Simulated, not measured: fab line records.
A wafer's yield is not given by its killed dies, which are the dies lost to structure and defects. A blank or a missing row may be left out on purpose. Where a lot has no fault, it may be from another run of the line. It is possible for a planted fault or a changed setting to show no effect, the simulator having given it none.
Matching of chambers    flow sky130    SKY_VIA4_HDPCVD_00 on hdpcvd-01 has 3 sister chambers
The step deposits SiO2, target thk 1750 nm, time 291.7 s. 6 wafers are shown with their chamber, then 7 later ones without.

## EACH WAFER AND ITS CHAMBER
wafer   chamber  pressure mtorr (mTorr)  sih4 flow sccm (sccm)
L508.6  2        6.021                   60.08
L510.4  0        5.998                   60.12
L510.5  2        6.022                   60.04
L510.6  1        5.996                   59.85
L512.1  1        5.981                   59.86
L512.3  0        6.023                   60.42

## WAFERS WHOSE CHAMBER IS MISSING
wafer   pressure mtorr (mTorr)  sih4 flow sccm (sccm)
L512.5  6.006                   59.90
L511.1  6.004                   59.85
L511.2  6.007                   59.97
L511.6  6.000                   59.90
L514.1  6.012                   59.90
L514.3  5.999                   60.08
L514.6  6.009                   59.85

## EACH ONE'S CHAMBER
wafer   from the rows above           in truth
L512.5  can't be placed: 1 or 2 or 0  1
L511.1  can't be placed: 1 or 2       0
L511.2  can't be placed: 2 or 1 or 0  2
L511.6  can't be placed: 1 or 2       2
L514.1  can't be placed: 2 or 1 or 0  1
L514.3  can't be placed: 0 or 2 or 1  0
L514.6  can't be placed: 1 or 2 or 0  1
Placed correctly: 0 of 7. Can't be placed from these rows: 7 (the true chamber is among the candidates in 6). Number placed wrongly: 0.
How it was worked out, from the rows above alone: a wafer's distance from a chamber is the root of the sum, over the readings, of the square of ((its reading less the chamber's mean) divided by the reading's scatter). If the next closest chamber is less than 2 further off than the closest, the wafer can't be placed; otherwise it belongs to the closest. Each chamber's mean is taken over the wafers shown for it. The scatter: the root of (the sum of the squares of (reading less its chamber's mean) over the shown wafers, divided by (wafers less chambers)).
